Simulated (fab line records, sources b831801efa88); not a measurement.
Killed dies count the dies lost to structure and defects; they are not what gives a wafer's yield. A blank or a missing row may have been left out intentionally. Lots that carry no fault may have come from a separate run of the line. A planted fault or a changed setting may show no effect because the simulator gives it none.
fab line records	flow sky130
[record] lots = 11	wafers = 33	last-day = 50
route steps=708 shown FIELD_ISO@28 POLY_GATE@230 SPACER@306 POLY_CUT@316
lots with no fault: from the same line, run without faults
start-h: hours from the record's first day to the start of the lot's first wafer shown	wait-h: hours since the lot's step before	" unchanged from the row above	L1.1+2: several wafers, shown together as one row	- no value, or no start given	* or withheld: withheld	< > ~ a bound
route shown NAME@n: NAME is a module with steps in the file, n the number in the route of the first one	usual: average and standard deviation across the fault-free wafers	same: alike in all rows	chamber/n: place in a boat	sites: per-site readings	_std_site: how widely they spread, as a standard deviation	_edge_site: the outer-site mean with the inner-site mean subtracted	radius-mm: how far each site lies from the wafer's centre	mask NAME#n: copy n	behind: the last tool/chamber to shape the wafer	hold: what put the lot on hold/how long, in hours/how the hold closed	device: whichever transistor did not switch (one of n, p or np)	end of line: the route-end tests of the same wafers	a step given without rows: its recipe and nothing more	killed: not the wafer's yield, but the dies lost to structure and defects at the first sort	map: dies across one wafer; x = killed, . = not, _ = none there
set.NAME: the setting that was run; set.NAME@STEP: the one run at that earlier step	model.NAME: the simulator's own value behind a step, which no gauge read
a sample of lots followed through the steps of the route, with each step as a table and each wafer as a row
services: a tool's chamber out of use, with start hour (start-h, from the record's first day; less than 0 if before it), hours out, and reason
[[steps]]
[step SKY_FIELD_ISO_CMP_27]
[recipe] stop-on = Si3N4	t-overpolish-s = 16	down-force-psi = 4	platen-rpm = 60	target-thk-nm = 457.8	pad-velocity-m-s = 0.94248
[usual] motor-current-A = 12.1/1.6	overpolish-run-s = 16.000/0.01	time-to-endpoint-s = 114/3.5
[same] t-overpolish-s = 16
lot.wafer	tool	chamber	start-h	wait-h	motor-current-A	overpolish-run-s	time-to-endpoint-s
L237.2	cmp-01	3	38.27	0.1	10.7	16.002	117
L237.4	"	1	"	"	11.0	16.019	116
L237.5	"	3	"	"	10.4	16.016	112
L238.1	cmp-01	0	44.99	0.1	15.6	16.000	114
L238.3	"	1	"	"	11.6	16.000	114
L238.5	"	0	"	"	14.5	16.004	116
L239.2	cmp-02	1	49.26	0.1	12.7	15.996	109
L239.4	"	2	"	"	10.1	15.997	116
L239.5	"	1	"	"	11.7	16.003	110
L240.2	cmp-01	3	54.43	0.0	10.8	16.002	113
L240.3	"	0	"	"	14.8	16.015	119
L240.6	"	3	"	"	11.0	16.011	111
L248.2	cmp-02	2	100.82	0.0	9.8	15.988	117
L248.3	"	0	"	"	13.4	16.005	114
L248.4	"	1	"	"	11.5	16.002	111
L252.4	cmp-02	3	118.75	0.0	12.0	15.995	115
L252.1	"	0	"	"	13.4	15.994	120
L252.5	"	0	"	"	13.1	15.998	116
L253.3	cmp-01	3	121.62	0.0	10.8	15.995	119
L253.2	"	2	"	"	12.5	16.006	110
L253.5	"	0	"	"	14.7	15.988	122
L255.1	cmp-02	2	134.94	0.1	10.1	16.005	116
L255.5	"	1	"	"	11.9	15.990	117
L255.6	"	2	"	"	10.2	15.999	114
L257.2	cmp-01	2	141.16	0.1	13.5	16.007	116
L257.4	"	3	"	"	10.7	16.008	115
L257.5	"	2	"	"	13.1	15.982	113
L258.2	cmp-02	1	151.81	0.1	11.3	15.975	111
L258.1	"	3	"	"	11.8	16.005	111
L258.6	"	0	"	"	14.0	15.987	118
L259.3	cmp-02	1	156.09	0.0	11.4	16.017	109
L259.6	"	1	"	"	11.9	16.006	115
L259.5	"	2	"	"	9.6	16.002	118
[step SKY_POLY_GATE_ETCH_16]
[recipe] stop-on = poly-Si	chemistry = CH3F/O2	target = Si3N4	source-w = 400	bias-w = 80	pressure-mtorr = 25	ch3f-flow-sccm = 40	O2_flow_sccm = 30	time-s = 147.5	target-depth-a = 750
[usual] drypump-motor-current-A = 5.9/0.43	oes-product-au = 0.639/0.0047	throttle-valve-pct = 10.535/0.011
[same] time-s = 147.5
lot.wafer	tool	chamber	start-h	wait-h	drypump-motor-current-A	oes-product-au	rf-hours-counter-h	throttle-valve-pct
L237.2	rie-diel-01	2	377.84	0.0	6.3	0.640	3	10.526
L237.4	"	1	"	"	5.8	0.638	4	10.558
L237.5	"	1	"	"	5.7	0.643	-	10.541
L238.1	rie-diel-02	3	383.82	0.0	6.4	0.627	10	10.533
L238.3	"	2	"	"	6.3	0.634	41	10.540
L238.5	"	1	"	"	5.8	0.638	-	10.530
L239.2	rie-diel-01	1	391.63	0.0	5.7	0.631	4	10.530
L239.4	"	0	"	"	5.5	0.634	1	10.534
L239.5	"	0	"	"	5.5	0.639	-	10.530
L240.2	rie-diel-02	3	396.17	0.0	6.4	0.644	10	10.516
L240.3	"	2	"	"	6.3	0.637	41	10.518
L240.6	"	0	"	"	5.4	0.638	-	10.508
L248.2	rie-diel-01	1	482.43	0.0	5.7	0.636	6	10.531
L248.3	"	0	"	"	5.4	0.642	3	10.515
L248.4	"	3	"	"	6.3	0.641	0	10.546
L252.1	rie-diel-03	0	522.02	0.0	5.8	0.645	1	10.544
L252.4	"	3	"	"	6.4	0.641	43	10.535
L252.5	"	2	"	"	5.1	0.639	-	10.532
L253.2	rie-diel-02	1	522.24	0.0	5.8	0.646	5	10.537
L253.3	"	0	"	"	5.4	0.639	8	10.547
L253.5	"	1	"	"	5.8	0.632	-	10.544
L255.1	rie-diel-03	1	535.87	0.0	5.4	0.636	62	10.532
L255.5	"	0	"	"	5.8	0.637	-	10.544
L255.6	"	1	"	"	5.4	0.641	-	10.517
L257.2	rie-diel-03	2	542.37	0.0	5.1	0.637	6	10.527
L257.4	"	3	"	"	6.4	0.643	-	10.556
L257.5	"	1	"	"	5.4	0.648	-	10.522
L258.1	rie-diel-01	2	561.54	0.0	6.3	0.644	8	10.547
L258.2	"	3	"	"	6.3	0.644	2	10.544
L258.6	"	3	"	"	6.3	0.644	-	10.524
L259.3	rie-diel-01	2	568.97	0.0	6.3	0.633	8	10.546
L259.5	"	2	"	"	6.3	0.634	-	10.548
L259.6	"	3	"	"	6.3	0.638	-	10.555
[step SKY_POLY_GATE_STRIP_18]
[recipe] chemistry = O2/N2	power-w = 1400	pressure-mtorr = 1500	platen-temp-c = withheld	o2-flow-sccm = 3000	n2-flow-sccm = 300	overash-fraction = 0.5
[usual] drypump-motor-current-A = 5.4/0.39	oes-product-au = 0.360/0.0051	strip-time-to-endpoint-s = 3.16/0.04
lot.wafer	tool	chamber	start-h	wait-h	drypump-motor-current-A	oes-product-au	rf-hours-counter-h	strip-time-to-endpoint-s
L237.2	plasma-asher-01	1	377.99	0.0	5.8	0.355	21	3.18
L237.4	"	0	"	"	5.3	0.365	-	3.17
L237.5	"	1	"	"	5.8	0.364	-	3.15
L238.1	plasma-asher-04	0	383.97	0.0	5.0	0.353	57	3.17
L238.3	"	1	"	"	5.9	0.360	-	3.08
L238.5	"	0	"	"	5.0	0.365	-	3.13
L239.2	plasma-asher-04	0	391.78	0.0	4.9	0.354	58	3.07
L239.4	"	0	"	"	5.0	0.356	-	3.20
L239.5	"	1	"	"	5.8	0.356	-	3.17
L240.2	plasma-asher-04	0	396.32	0.0	5.0	0.356	58	3.15
L240.3	"	0	"	"	5.0	0.353	-	3.14
L240.6	"	0	"	"	5.0	0.361	-	3.15
L248.2	plasma-asher-01	0	482.58	0.0	5.3	0.357	31	3.13
L248.3	"	1	"	"	5.8	0.363	-	3.26
L248.4	"	0	"	"	5.3	0.343	-	2.49
L252.1	plasma-asher-01	1	522.17	0.0	5.8	0.358	35	3.18
L252.4	"	1	"	"	5.8	0.368	-	3.12
L252.5	"	1	"	"	5.8	0.357	-	3.16
L253.2	plasma-asher-02	1	522.39	0.0	4.9	0.371	86	3.21
L253.3	"	0	"	"	5.0	0.353	-	3.17
L253.5	"	0	"	"	5.0	0.360	-	3.22
L255.1	plasma-asher-02	1	536.03	0.0	4.9	0.361	87	3.16
L255.5	"	1	"	"	4.9	0.357	-	3.14
L255.6	"	0	"	"	5.0	0.357	-	3.17
L257.2	plasma-asher-01	1	542.52	0.0	5.8	0.356	37	3.11
L257.4	"	1	"	"	5.8	0.357	-	3.08
L257.5	"	1	"	"	5.9	0.362	-	3.16
L258.1	plasma-asher-02	1	561.69	0.0	5.0	0.360	90	3.11
L258.2	"	0	"	"	5.0	0.354	90	3.08
L258.6	"	1	"	"	4.9	0.362	-	3.08
L259.3	plasma-asher-04	1	569.16	0.1	5.8	0.359	-	3.19
L259.5	"	0	"	"	5.0	0.355	-	3.17
L259.6	"	1	"	"	5.9	0.350	-	3.16
[step SKY_SPACER_ETCHBACK_02]
[recipe] chemistry = CH3F/O2	target = Si3N4	stop-on = SiO2	source-w = 400	bias-w = 80	pressure-mtorr = 25	ch3f-flow-sccm = 40	O2_flow_sccm = 30	time-s = 46.7	target-depth-a = 450
[usual] drypump-motor-current-A = 5.8/0.53	oes-product-au = 0.854/0.0079	throttle-valve-pct = 10.562/0.0082
[same] time-s = 46.7
lot.wafer	tool	chamber	start-h	wait-h	drypump-motor-current-A	oes-product-au	rf-hours-counter-h	throttle-valve-pct
L237.2	rie-diel-04	2	535.40	0.0	5.5	0.866	10	10.559
L237.4	"	0	"	"	6.2	0.866	2	10.570
L237.5	"	0	"	"	6.2	0.866	-	10.568
L238.1	rie-diel-04	1	537.85	0.1	6.3	0.867	2	10.555
L238.3	"	2	"	"	5.5	0.868	10	10.563
L238.5	"	0	"	"	6.2	0.866	-	10.558
L239.2	rie-diel-02	3	548.53	0.0	6.4	0.853	13	10.559
L239.4	"	2	"	"	6.3	0.838	44	10.567
L239.5	"	2	"	"	6.3	0.846	-	10.562
L240.2	rie-diel-04	3	554.47	0.0	4.9	0.854	11	10.547
L240.3	"	1	"	"	6.3	0.854	2	10.560
L240.6	"	1	"	"	6.3	0.851	-	10.565
L248.2	rie-diel-04	1	636.19	0.0	6.3	0.838	3	10.562
L248.3	"	3	"	"	4.9	0.845	12	10.568
L248.4	"	2	"	"	5.5	0.834	12	10.551
L252.1	rie-diel-02	0	673.20	0.1	5.4	0.848	11	10.561
L252.4	"	3	"	"	6.4	0.848	16	10.566
L252.5	"	0	"	"	5.4	0.854	-	10.561
L253.2	rie-diel-02	3	675.45	0.0	6.4	0.852	16	10.553
L253.3	"	1	"	"	5.8	0.846	9	10.558
L253.5	"	1	"	"	5.9	0.852	-	10.562
L255.1	rie-diel-04	1	685.84	0.1	6.3	0.853	4	10.551
L255.5	"	2	"	"	5.6	0.851	-	10.557
L255.6	"	1	"	"	6.3	0.861	-	10.561
L257.2	rie-diel-04	2	692.64	0.0	5.5	0.850	13	10.566
L257.4	"	1	"	"	6.3	0.861	4	10.570
L257.5	"	1	"	"	6.3	0.858	-	10.553
L258.1	rie-diel-04	0	712.42	0.1	6.2	0.855	4	10.567
L258.2	"	2	"	"	5.5	0.854	13	10.557
L258.6	"	2	"	"	5.5	0.853	-	10.561
L259.3	rie-diel-04	2	717.82	0.0	5.5	0.853	13	10.546
L259.5	"	3	"	"	4.9	0.857	-	10.560
L259.6	"	2	"	"	5.5	0.848	-	10.555
[step SKY_POLY_CUT_OVL_MEAS_09]
[usual] POLY_CUT_OVL = -3/5.6
lot.wafer	tool	chamber	start-h	wait-h	POLY_CUT_OVL[nm]
L237.2	overlay-01	-	564.73	0.1	-4
L237.4	"	-	"	"	0
L237.5	"	-	"	"	-5
L238.1	overlay-01	-	567.52	0.1	-1
L238.3	"	-	"	"	1
L238.5	"	-	"	"	-4
L239.2	overlay-02	-	578.16	0.1	-1
L239.4	"	-	"	"	-2
L239.5	"	-	"	"	4
L240.2	overlay-02	-	583.93	0.1	-8
L240.3	"	-	"	"	-14
L240.6	"	-	"	"	-11
L248.2	overlay-01	-	663.76	0.1	0
L248.3	"	-	"	"	4
L248.4	"	-	"	"	-2
L252.1	overlay-01	-	701.82	0.1	2
L252.4	"	-	"	"	4
L252.5	"	-	"	"	1
L253.2	overlay-01	-	703.33	0.1	-8
L253.3	"	-	"	"	-6
L253.5	"	-	"	"	-5
L255.1	overlay-01	-	714.27	0.1	-6
L255.5	"	-	"	"	-3
L255.6	"	-	"	"	-6
L257.2	overlay-01	-	720.35	0.1	3
L257.4	"	-	"	"	8
L257.5	"	-	"	"	6
L258.1	overlay-02	-	739.67	0.1	-4
L258.2	"	-	"	"	-4
L258.6	"	-	"	"	0
L259.3	overlay-02	-	745.78	0.1	-10
L259.5	"	-	"	"	-5
L259.6	"	-	"	"	-8
[[services]]
tool	chamber	start-h	hours	kind
rie-diel-02	2	18.57	14.5	repair
cmp-02	-	37.96	1.9	repair
cmp-02	-	76.18	5.0	repair
rie-diel-04	-	78.34	0.9	repair
rie-diel-02	1	128.01	2.5	repair
cmp-02	-	170.90	4.5	pm
cmp-02	-	188.93	0.9	repair
rie-diel-04	2	197.78	5.6	repair
cmp-02	-	228.80	13.8	pm
rie-diel-04	-	242.40	1.1	repair
cmp-02	-	242.61	4.0	pm
cmp-02	-	258.96	5.0	pm
rie-diel-04	0	326.32	7.6	repair
rie-diel-04	0	347.81	3.9	repair
rie-diel-04	2	524.26	7.0	repair
rie-diel-04	1	539.61	3.2	repair
rie-diel-04	0	548.08	6.6	repair
rie-diel-04	1	588.34	5.0	repair
rie-diel-04	-	601.29	2.8	repair
rie-diel-04	1	608.68	3.3	repair
rie-diel-04	1	627.03	1.5	repair
rie-diel-04	1	629.95	2.6	repair
rie-diel-04	2	642.05	9.8	repair
rie-diel-04	-	657.88	2.8	pm
[[key]]
[first-sign] step = SKY_POLY_GATE_STRIP_18	reading = strip-time-to-endpoint-s	direction = down	sigmas = 17	usual = *	struck = *
[effect] step = SKY_POLY_GATE_STRIP_18	reading = oes-product-au	direction = down	sigmas = 3.2	usual = 0.360	struck = 0.343
met-at SKY_POLY_GATE_ETCH_16
struck-lots L248
struck-wafers L248.4
tester-left-out L248
not-acting-at SKY_FIELD_ISO_CMP_27,SKY_SPACER_ETCHBACK_02,SKY_POLY_CUT_OVL_MEAS_09
[fault] kind = process-parameter-drift	tool = rie-diel-01	chamber = 3	onset-h = 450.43	steps = SKY_POLY_GATE_ETCH_16	channel = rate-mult	offset = 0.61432	shape = step	end-h = 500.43
// tester-left-out: of these lots the tester's yield and bins aren't shown, on N5 and GAA mostly nor the transistor test; their killed dies are dies lost to structure and defects alone, not to doping, threshold or leakage, so they don't give the yield
